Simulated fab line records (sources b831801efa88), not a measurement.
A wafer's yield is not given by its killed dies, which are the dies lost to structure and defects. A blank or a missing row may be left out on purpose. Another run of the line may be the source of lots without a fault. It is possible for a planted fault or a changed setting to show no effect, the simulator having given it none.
fab line records    flow gf180mcu
record lots=24  wafers=72  last_day=35
route steps=602 shown V1@351 M2@376 M4@470 MIM@506 V5@543
lots with no fault: from the same line, run without faults
start_h: start of the lot's first displayed wafer, in hours after the record's first day    wait_h: time in hours since the lot's previous step    " as in the row above    L1.1+2: a single row standing in for several wafers    - either no value or no given start    * or withheld: withheld    < > ~ a bound
route shown NAME@n: a module of which the file shows steps, and the number in the route of the first    usual: mean/standard deviation taken from wafers without a fault    same: alike in all rows    chamber/n: place in a boat    sites: per-site readings    _std_site: standard deviation of those values    _edge_site: outer sites' mean less inner sites'    radius_mm: how far each site lies from the wafer's centre    mask NAME#n: copy n    behind: tool/chamber where the wafer was last shaped    hold: why the lot went on hold/how many hours it stayed there/how the hold came to an end    device: which transistor (n, p or np) failed to switch    end of line: tests of these same wafers at the route's end    where a step has no rows: the recipe by itself    killed: at the first sort, the dies lost to defects and structure; wafer yield is something else    map: the dies of a wafer, with x for killed, . for not killed, _ for no die there
set.NAME: setting as actually run; set.NAME@STEP: the setting as run at that earlier step    model.NAME: the simulator's own value behind a step, which no gauge read
route steps across a sampled set of lots; one table per step, one row per wafer
services: the hour from which a tool's chamber was out of use, counted from the record's first day as start_h (under 0 if before that day), plus the number of hours and why
## steps
# step GF_V1_ETCH_16
# recipe chemistry=N2/H2  target_depth_a=withheld  overetch_a=withheld  time_s=withheld  target=BARC  ion_energy_ev=200  source_w=500  bias_w=100  pressure_mtorr=30  n2_flow_sccm=100  h2_flow_sccm=200
# usual drypump_motor_current_A=5.7/0.38  oes_product_au=0.854/0.0052  throttle_valve_pct=13.223/0.0091
lot.wafer  tool         chamber  start_h  wait_h  drypump_motor_current_A  oes_product_au  throttle_valve_pct
L074.1     rie_diel-04  3        411.07   0.0     5.7                      0.857           13.226
L074.3     "            2        "        "       6.0                      0.855           13.223
L074.4     "            1        "        "       5.6                      0.850           13.216
L075.2     rie_diel-04  1        421.57   0.0     5.5                      0.858           13.228
L075.4     "            3        "        "       5.7                      0.865           13.221
L075.6     "            2        "        "       6.0                      0.853           13.235
L076.2     rie_diel-02  1        438.52   0.0     5.7                      0.847           13.227
L076.4     "            2        "        "       5.9                      0.852           13.230
L076.6     "            0        "        "       5.6                      0.851           13.232
L077.2     rie_diel-01  1        449.52   0.0     6.7                      0.852           13.226
L077.3     "            3        "        "       5.8                      0.855           13.215
L077.6     "            0        "        "       5.0                      0.858           13.253
L078.1     rie_diel-02  0        457.92   0.0     5.5                      0.855           13.213
L078.2     "            2        "        "       6.0                      0.848           13.221
L078.4     "            3        "        "       6.0                      0.852           13.234
L079.2     rie_diel-04  3        465.32   0.0     5.7                      0.855           13.232
L079.3     "            2        "        "       6.0                      0.851           13.236
L079.6     "            0        "        "       6.0                      0.848           13.226
L080.1     rie_diel-01  0        470.85   0.0     5.0                      0.855           13.214
L080.3     "            2        "        "       5.2                      0.859           13.231
L080.4     "            2        "        "       5.2                      0.850           13.221
L081.1     rie_diel-02  1        492.65   0.0     5.8                      0.856           13.227
L081.2     "            3        "        "       6.0                      0.862           13.212
L081.3     "            0        "        "       5.5                      0.862           13.218
L082.3     rie_diel-01  3        496.97   0.0     5.8                      0.863           13.231
L082.4     "            0        "        "       5.0                      0.855           13.221
L082.5     "            2        "        "       5.2                      0.850           13.210
L083.3     rie_diel-01  1        503.17   0.0     6.7                      0.857           13.227
L083.4     "            0        "        "       5.0                      0.855           13.219
L083.6     "            0        "        "       5.0                      0.841           13.228
L084.1     rie_diel-02  3        511.07   0.0     6.1                      0.846           13.220
L084.3     "            2        "        "       5.9                      0.854           13.238
L084.4     "            0        "        "       5.5                      0.862           13.233
L085.3     rie_diel-04  0        518.27   0.0     6.0                      0.851           13.227
L085.5     "            1        "        "       5.5                      0.860           13.220
L085.6     "            2        "        "       6.0                      0.855           13.231
L086.1     rie_diel-04  2        524.86   0.0     6.0                      0.865           13.226
L086.3     "            3        "        "       5.7                      0.851           13.226
L086.5     "            2        "        "       6.0                      0.847           13.223
L087.1     rie_diel-02  1        530.20   0.0     5.8                      0.847           13.214
L087.5     "            2        "        "       5.9                      0.861           13.235
L087.6     "            3        "        "       6.1                      0.855           13.230
L088.3     rie_diel-01  2        541.80   0.0     5.1                      0.850           13.240
L088.5     "            2        "        "       5.2                      0.856           13.222
L088.6     "            1        "        "       6.6                      0.854           13.231
L089.2     rie_diel-04  2        553.81   0.0     6.0                      0.854           13.212
L089.5     "            0        "        "       6.0                      0.850           13.217
L089.6     "            2        "        "       6.0                      0.861           13.230
L090.1     rie_diel-04  3        570.25   0.0     5.7                      0.857           13.230
L090.2     "            2        "        "       6.0                      0.861           13.211
L090.6     "            1        "        "       5.5                      0.847           13.213
L091.2     rie_diel-02  3        572.02   0.0     6.1                      0.851           13.224
L091.3     "            1        "        "       5.8                      0.856           13.213
L091.5     "            1        "        "       5.8                      0.855           13.229
L092.1     rie_diel-02  0        597.74   0.0     5.5                      0.857           13.218
L092.2     "            1        "        "       5.8                      0.856           13.189
L092.4     "            1        "        "       5.7                      0.848           13.221
L094.1     rie_diel-04  2        598.69   0.0     6.0                      0.847           13.224
L094.2     "            1        "        "       5.5                      0.857           13.237
L094.4     "            3        "        "       5.7                      0.856           13.213
L093.1     rie_diel-02  1        599.12   0.0     5.8                      0.859           13.223
L093.2     "            3        "        "       6.0                      0.856           13.230
L093.5     "            3        "        "       6.0                      0.845           13.219
L095.2     rie_diel-01  2        599.47   0.0     5.2                      0.857           13.228
L095.5     "            0        "        "       5.0                      0.855           13.221
L095.6     "            3        "        "       5.8                      0.847           13.232
L096.1     rie_diel-02  1        600.04   0.0     5.8                      0.864           13.220
L096.4     "            0        "        "       5.5                      0.857           13.231
L096.6     "            3        "        "       6.1                      0.847           13.234
L097.3     rie_diel-01  0        618.52   0.0     5.0                      0.866           13.218
L097.5     "            2        "        "       5.2                      0.850           13.205
L097.6     "            1        "        "       6.7                      0.860           13.213
# step GF_M2_CD_MEAS_14
# recipe target_cd_nm=280
# usual cd_nm=280.0/1.1
lot.wafer  tool       chamber  start_h  wait_h  cd_nm
L074.1     cd_sem-01  -        435.64   0.1     282.2
L074.3     "          -        "        "       282.2
L074.4     "          -        "        "       282.4
L075.2     cd_sem-02  -        447.41   0.1     280.5
L075.4     "          -        "        "       280.5
L075.6     "          -        "        "       280.7
L076.2     cd_sem-02  -        463.91   0.1     278.8
L076.4     "          -        "        "       279.0
L076.6     "          -        "        "       279.3
L077.2     cd_sem-01  -        475.16   0.1     279.6
L077.3     "          -        "        "       280.3
L077.6     "          -        "        "       280.1
L078.1     cd_sem-01  -        483.79   0.1     278.4
L078.2     "          -        "        "       277.5
L078.4     "          -        "        "       277.6
L079.2     cd_sem-01  -        491.21   0.1     281.3
L079.3     "          -        "        "       279.6
L079.6     "          -        "        "       280.8
L080.1     cd_sem-02  -        496.46   0.1     281.1
L080.3     "          -        "        "       281.3
L080.4     "          -        "        "       281.2
L081.1     cd_sem-01  -        517.84   0.1     279.8
L081.2     "          -        "        "       279.3
L081.3     "          -        "        "       280.6
L082.3     cd_sem-01  -        522.43   0.1     279.7
L082.4     "          -        "        "       279.0
L082.5     "          -        "        "       280.5
L083.3     cd_sem-02  -        528.08   0.1     278.8
L083.4     "          -        "        "       280.0
L083.6     "          -        "        "       279.1
L084.1     cd_sem-01  -        535.39   0.1     278.7
L084.3     "          -        "        "       277.7
L084.4     "          -        "        "       279.3
L085.3     cd_sem-02  -        542.88   0.1     280.5
L085.5     "          -        "        "       279.9
L085.6     "          -        "        "       279.9
L086.1     cd_sem-01  -        549.59   0.1     279.5
L086.3     "          -        "        "       279.3
L086.5     "          -        "        "       279.7
L087.1     cd_sem-02  -        554.61   0.1     279.8
L087.5     "          -        "        "       280.9
L087.6     "          -        "        "       280.5
L088.3     cd_sem-01  -        570.48   0.1     279.2
L088.5     "          -        "        "       279.1
L088.6     "          -        "        "       278.8
L089.2     cd_sem-01  -        575.98   0.1     279.0
L089.5     "          -        "        "       279.7
L089.6     "          -        "        "       278.9
L090.1     cd_sem-02  -        592.21   0.1     281.5
L090.2     "          -        "        "       280.6
L090.6     "          -        "        "       280.7
L091.2     cd_sem-02  -        596.98   0.1     279.9
L091.3     "          -        "        "       280.3
L091.5     "          -        "        "       280.4
L092.1     cd_sem-01  -        620.09   0.1     282.0
L092.2     "          -        "        "       282.1
L092.4     "          -        "        "       281.8
L094.1     cd_sem-02  -        620.46   0.1     279.0
L094.2     "          -        "        "       281.4
L094.4     "          -        "        "       280.7
L093.1     cd_sem-02  -        620.79   0.1     279.5
L093.2     "          -        "        "       280.6
L093.5     "          -        "        "       280.8
L095.2     cd_sem-02  -        621.58   0.1     279.2
L095.5     "          -        "        "       278.9
L095.6     "          -        "        "       278.9
L096.1     cd_sem-01  -        622.56   0.1     280.6
L096.4     "          -        "        "       280.2
L096.6     "          -        "        "       280.7
L097.3     cd_sem-01  -        640.78   0.1     278.5
L097.5     "          -        "        "       278.5
L097.6     "          -        "        "       278.7
# step GF_M4_CD_MEAS_14
# recipe target_cd_nm=280
# usual cd_nm=279.8/1.1
lot.wafer  tool       chamber  start_h  wait_h  cd_nm
L074.1     cd_sem-02  -        536.31   0.1     279.7
L074.3     "          -        "        "       277.8
L074.4     "          -        "        "       278.4
L075.2     cd_sem-01  -        548.96   0.1     278.0
L075.4     "          -        "        "       279.2
L075.6     "          -        "        "       278.8
L076.2     cd_sem-02  -        573.06   0.1     278.7
L076.4     "          -        "        "       278.8
L076.6     "          -        "        "       278.1
L077.2     cd_sem-01  -        573.96   0.1     277.8
L077.3     "          -        "        "       279.5
L077.6     "          -        "        "       279.0
L078.1     cd_sem-01  -        579.09   0.1     277.6
L078.2     "          -        "        "       278.5
L078.4     "          -        "        "       279.0
L079.2     cd_sem-01  -        592.58   0.1     281.5
L079.3     "          -        "        "       282.2
L079.6     "          -        "        "       281.2
L080.1     cd_sem-01  -        596.94   0.1     278.5
L080.3     "          -        "        "       277.8
L080.4     "          -        "        "       278.9
L081.1     cd_sem-02  -        616.11   0.1     280.5
L081.2     "          -        "        "       279.9
L081.3     "          -        "        "       280.1
L082.3     cd_sem-02  -        619.43   0.1     281.6
L082.4     "          -        "        "       282.9
L082.5     "          -        "        "       281.7
L083.3     cd_sem-02  -        622.68   0.1     279.9
L083.4     "          -        "        "       281.7
L083.6     "          -        "        "       278.9
L084.1     cd_sem-01  -        624.94   0.1     281.4
L084.3     "          -        "        "       282.1
L084.4     "          -        "        "       280.2
L085.3     cd_sem-02  -        640.63   0.1     279.6
L085.5     "          -        "        "       279.3
L085.6     "          -        "        "       279.1
L086.1     cd_sem-01  -        642.84   0.1     279.8
L086.3     "          -        "        "       278.7
L086.5     "          -        "        "       279.9
L087.1     cd_sem-01  -        645.21   0.1     280.0
L087.5     "          -        "        "       278.3
L087.6     "          -        "        "       279.0
L088.3     cd_sem-01  -        658.93   0.1     280.8
L088.5     "          -        "        "       279.9
L088.6     "          -        "        "       279.0
L089.2     cd_sem-02  -        667.33   0.1     280.1
L089.5     "          -        "        "       279.8
L089.6     "          -        "        "       280.6
L090.1     cd_sem-01  -        679.34   0.1     280.5
L090.2     "          -        "        "       280.2
L090.6     "          -        "        "       280.6
L091.2     cd_sem-01  -        684.46   0.1     279.4
L091.3     "          -        "        "       280.3
L091.5     "          -        "        "       278.4
L094.1     cd_sem-02  -        704.89   0.1     280.2
L094.2     "          -        "        "       279.4
L094.4     "          -        "        "       280.2
L095.2     cd_sem-01  -        705.48   0.1     278.2
L095.5     "          -        "        "       278.8
L095.6     "          -        "        "       279.6
L093.1     cd_sem-01  -        706.19   0.1     281.3
L093.2     "          -        "        "       280.1
L093.5     "          -        "        "       281.2
L096.1     cd_sem-01  -        707.29   0.1     280.0
L096.4     "          -        "        "       280.3
L096.6     "          -        "        "       280.5
L092.1     cd_sem-02  -        708.54   0.1     279.9
L092.2     "          -        "        "       281.6
L092.4     "          -        "        "       280.1
L097.3     cd_sem-02  -        724.10   0.1     280.8
L097.5     "          -        "        "       280.0
L097.6     "          -        "        "       279.8
# step GF_MIM_SPUTTER_03
# recipe material=Ti  target_thk_nm=10  substrate_temp_c=300  chamber_pressure_pa=0.3  power_w=3000  time_s=6.7
# usual throttle_valve_pct=29.7/0.67
lot.wafer  tool            chamber  start_h  wait_h  throttle_valve_pct
L074.1     pvd_sputter-02  -        561.94   0.0     30.4
L074.3     "               -        "        "       30.6
L074.4     "               -        "        "       30.4
L075.2     pvd_sputter-03  -        577.30   0.0     29.4
L075.4     "               -        "        "       30.4
L075.6     "               -        "        "       29.2
L076.2     pvd_sputter-03  -        600.67   0.0     30.5
L076.4     "               -        "        "       29.4
L076.6     "               -        "        "       30.5
L077.2     pvd_sputter-01  -        601.50   0.0     31.0
L077.3     "               -        "        "       29.5
L077.6     "               -        "        "       30.9
L078.1     pvd_sputter-02  -        603.56   0.0     30.7
L078.2     "               -        "        "       28.6
L078.4     "               -        "        "       30.6
L079.2     pvd_sputter-03  -        616.59   0.0     29.5
L079.3     "               -        "        "       29.5
L079.6     "               -        "        "       29.7
L080.1     pvd_sputter-02  -        621.53   0.0     30.4
L080.3     "               -        "        "       29.7
L080.4     "               -        "        "       28.8
L081.1     pvd_sputter-01  -        639.24   0.0     29.2
L081.2     "               -        "        "       29.1
L081.3     "               -        "        "       29.4
L082.3     pvd_sputter-02  -        643.08   0.0     30.5
L082.4     "               -        "        "       29.6
L082.5     "               -        "        "       30.6
L083.3     pvd_sputter-03  -        646.48   0.0     29.8
L083.4     "               -        "        "       30.4
L083.6     "               -        "        "       29.6
L084.1     pvd_sputter-02  -        648.87   0.0     30.6
L084.3     "               -        "        "       30.4
L084.4     "               -        "        "       30.4
L085.3     pvd_sputter-03  -        664.21   0.0     29.3
L085.5     "               -        "        "       29.7
L085.6     "               -        "        "       29.2
L086.1     pvd_sputter-02  -        666.02   0.0     29.8
L086.3     "               -        "        "       30.4
L086.5     "               -        "        "       30.0
L087.1     pvd_sputter-02  -        667.95   0.0     30.2
L087.5     "               -        "        "       30.4
L087.6     "               -        "        "       30.3
L088.3     pvd_sputter-02  -        681.31   0.0     30.3
L088.5     "               -        "        "       28.9
L088.6     "               -        "        "       29.8
L089.2     pvd_sputter-01  -        690.23   0.0     31.0
L089.5     "               -        "        "       31.1
L089.6     "               -        "        "       29.1
L090.1     pvd_sputter-01  -        701.01   0.0     29.0
L090.2     "               -        "        "       29.3
L090.6     "               -        "        "       30.9
L091.2     pvd_sputter-01  -        706.73   0.0     30.8
L091.3     "               -        "        "       29.1
L091.5     "               -        "        "       29.1
L094.1     pvd_sputter-02  -        726.09   0.0     30.4
L094.2     "               -        "        "       30.5
L094.4     "               -        "        "       29.1
L095.2     pvd_sputter-01  -        727.35   0.0     29.0
L095.5     "               -        "        "       29.3
L095.6     "               -        "        "       29.4
L093.1     pvd_sputter-01  -        727.88   0.0     29.6
L093.2     "               -        "        "       31.0
L093.5     "               -        "        "       29.1
L096.1     pvd_sputter-02  -        729.03   0.0     30.6
L096.4     "               -        "        "       28.6
L096.6     "               -        "        "       29.9
L092.1     pvd_sputter-03  -        729.98   0.0     30.7
L092.2     "               -        "        "       29.5
L092.4     "               -        "        "       29.2
L097.3     pvd_sputter-02  -        745.13   0.0     30.5
L097.5     "               -        "        "       30.5
L097.6     "               -        "        "       29.9
# step GF_MIM_SPUTTER_09
# recipe material=TiN  target_thk_nm=35  power_w=6500  time_s=29.2  chamber_pressure_pa=0.4
# usual throttle_valve_pct=29.7/0.63
lot.wafer  tool            chamber  start_h  wait_h  throttle_valve_pct
L074.1     pvd_sputter-03  -        562.16   0.0     30.4
L074.3     "               -        "        "       29.4
L074.4     "               -        "        "       29.5
L075.2     pvd_sputter-03  -        577.52   0.0     29.4
L075.4     "               -        "        "       30.7
L075.6     "               -        "        "       29.4
L076.2     pvd_sputter-01  -        600.89   0.0     29.3
L076.4     "               -        "        "       31.2
L076.6     "               -        "        "       29.0
L077.2     pvd_sputter-03  -        601.72   0.0     29.4
L077.3     "               -        "        "       29.4
L077.6     "               -        "        "       29.4
L078.1     pvd_sputter-01  -        603.78   0.0     29.2
L078.2     "               -        "        "       29.6
L078.4     "               -        "        "       31.0
L079.2     pvd_sputter-02  -        616.83   0.0     28.8
L079.3     "               -        "        "       29.9
L079.6     "               -        "        "       28.7
L080.1     pvd_sputter-03  -        621.75   0.0     29.5
L080.3     "               -        "        "       30.7
L080.4     "               -        "        "       29.3
L081.1     pvd_sputter-02  -        639.46   0.0     30.4
L081.2     "               -        "        "       30.0
L081.3     "               -        "        "       28.9
L082.3     pvd_sputter-01  -        643.30   0.0     29.4
L082.4     "               -        "        "       31.0
L082.5     "               -        "        "       29.0
L083.3     pvd_sputter-01  -        646.70   0.0     28.8
L083.4     "               -        "        "       30.6
L083.6     "               -        "        "       29.2
L084.1     pvd_sputter-01  -        649.09   0.0     30.9
L084.3     "               -        "        "       29.3
L084.4     "               -        "        "       29.2
L085.3     pvd_sputter-01  -        664.43   0.0     28.8
L085.5     "               -        "        "       29.2
L085.6     "               -        "        "       31.0
L086.1     pvd_sputter-03  -        666.24   0.0     29.6
L086.3     "               -        "        "       29.5
L086.5     "               -        "        "       29.4
L087.1     pvd_sputter-03  -        668.17   0.0     29.5
L087.5     "               -        "        "       29.4
L087.6     "               -        "        "       29.9
L088.3     pvd_sputter-01  -        681.53   0.0     29.2
L088.5     "               -        "        "       28.9
L088.6     "               -        "        "       29.0
L089.2     pvd_sputter-02  -        690.45   0.0     30.0
L089.5     "               -        "        "       30.5
L089.6     "               -        "        "       30.2
L090.1     pvd_sputter-03  -        701.23   0.0     29.5
L090.2     "               -        "        "       30.5
L090.6     "               -        "        "       30.9
L091.2     pvd_sputter-02  -        706.95   0.0     29.0
L091.3     "               -        "        "       30.2
L091.5     "               -        "        "       28.9
L094.1     pvd_sputter-03  -        726.32   0.0     30.4
L094.2     "               -        "        "       29.7
L094.4     "               -        "        "       29.6
L095.2     pvd_sputter-02  -        727.58   0.0     29.1
L095.5     "               -        "        "       30.6
L095.6     "               -        "        "       29.7
L093.1     pvd_sputter-02  -        728.16   0.0     28.9
L093.2     "               -        "        "       30.2
L093.5     "               -        "        "       30.6
L096.1     pvd_sputter-02  -        729.26   0.0     29.9
L096.4     "               -        "        "       30.4
L096.6     "               -        "        "       29.8
L092.1     pvd_sputter-02  -        730.20   0.0     28.8
L092.2     "               -        "        "       30.0
L092.4     "               -        "        "       30.2
L097.3     pvd_sputter-01  -        745.35   0.0     30.9
L097.5     "               -        "        "       29.5
L097.6     "               -        "        "       29.1
# step GF_V5_THK_MEAS_03
# recipe reads=SiO2_of_V5_CVD_02
# usual V5_CVD_02_THK=1455/20
lot.wafer  tool           chamber  start_h  wait_h  V5_CVD_02_THK[nm]
L074.1     film_metro-01  -        603.62   0.1     1435
L074.3     "              -        "        "       1438
L074.4     "              -        "        "       1477
L075.2     film_metro-03  -        620.87   0.1     1467
L075.4     "              -        "        "       1454
L075.6     "              -        "        "       1483
L076.2     film_metro-01  -        642.92   0.1     1450
L076.4     "              -        "        "       1455
L076.6     "              -        "        "       1494
L077.2     film_metro-01  -        644.80   0.1     1437
L077.3     "              -        "        "       1440
L077.6     "              -        "        "       1479
L078.1     film_metro-01  -        646.91   0.1     1427
L078.2     "              -        "        "       1440
L078.4     "              -        "        "       1467
L079.2     film_metro-03  -        657.63   0.1     1447
L079.3     "              -        "        "       1461
L079.6     "              -        "        "       1491
L080.1     film_metro-04  -        663.39   0.1     1473
L080.3     "              -        "        "       1453
L080.4     "              -        "        "       1494
L081.1     film_metro-03  -        678.49   0.1     1419
L081.2     "              -        "        "       1415
L081.3     "              -        "        "       1420
L082.3     film_metro-04  -        683.24   0.1     1433
L082.4     "              -        "        "       1461
L082.5     "              -        "        "       1471
L083.3     film_metro-01  -        687.29   0.1     1448
L083.4     "              -        "        "       1460
L083.6     "              -        "        "       1459
L084.1     film_metro-04  -        690.00   0.1     1433
L084.3     "              -        "        "       1411
L084.4     "              -        "        "       1458
L085.3     film_metro-01  -        703.63   0.1     1447
L085.5     "              -        "        "       1463
L085.6     "              -        "        "       1492
L086.1     film_metro-04  -        705.72   0.1     1450
L086.3     "              -        "        "       1459
L086.5     "              -        "        "       1492
L087.1     film_metro-03  -        706.46   0.1     1451
L087.5     "              -        "        "       1488
L087.6     "              -        "        "       1474
L088.3     film_metro-04  -        720.21   0.1     1435
L088.5     "              -        "        "       1483
L088.6     "              -        "        "       1478
L089.2     film_metro-03  -        728.35   0.1     1439
L089.5     "              -        "        "       1462
L089.6     "              -        "        "       1458
L090.1     film_metro-01  -        738.61   0.1     1471
L090.2     "              -        "        "       1469
L090.6     "              -        "        "       1473
L091.2     film_metro-04  -        744.30   0.1     1465
L091.3     "              -        "        "       1413
L091.5     "              -        "        "       1496
L094.1     film_metro-01  -        762.05   0.1     1449
L094.2     "              -        "        "       1454
L094.4     "              -        "        "       1466
L095.2     film_metro-03  -        763.02   0.1     1432
L095.5     "              -        "        "       1473
L095.6     "              -        "        "       1465
L093.1     film_metro-03  -        764.35   0.1     1436
L093.2     "              -        "        "       1432
L093.5     "              -        "        "       1449
L096.1     film_metro-04  -        765.06   0.1     1441
L096.4     "              -        "        "       1467
L096.6     "              -        "        "       1450
L092.1     film_metro-04  -        766.18   0.1     1418
L092.2     "              -        "        "       1410
L092.4     "              -        "        "       1447
L097.3     film_metro-04  -        780.16   0.1     1440
L097.5     "              -        "        "       1482
L097.6     "              -        "        "       1470
## services
tool            chamber  start_h  hours  kind
pvd_sputter-03  -        391.40   3.5    repair
rie_diel-02     0        394.95   5.9    repair
pvd_sputter-03  -        406.97   3.2    repair
rie_diel-04     1        414.41   3.2    repair
pvd_sputter-01  -        449.30   4.1    repair
rie_diel-04     -        469.82   4.0    pm
rie_diel-02     -        494.04   14.6   pm
pvd_sputter-03  -        515.05   0.8    repair
pvd_sputter-03  -        515.20   4.9    repair
pvd_sputter-01  -        523.61   0.9    repair
rie_diel-02     1        533.03   23.1   repair
rie_diel-04     -        545.80   1.4    repair
pvd_sputter-01  -        546.80   2.7    repair
rie_diel-04     3        553.56   8.5    repair
rie_diel-04     0        557.83   36.9   repair
rie_diel-02     2        561.30   14.2   repair
pvd_sputter-02  -        563.62   1.8    repair
pvd_sputter-01  -        580.93   3.8    repair
rie_diel-04     -        622.29   2.4    repair
rie_diel-02     -        629.59   2.5    repair
pvd_sputter-03  -        681.00   3.7    repair
pvd_sputter-02  -        709.16   4.8    repair
pvd_sputter-02  -        733.66   2.9    repair
rie_diel-02     2        739.02   6.7    repair
## key
fault none
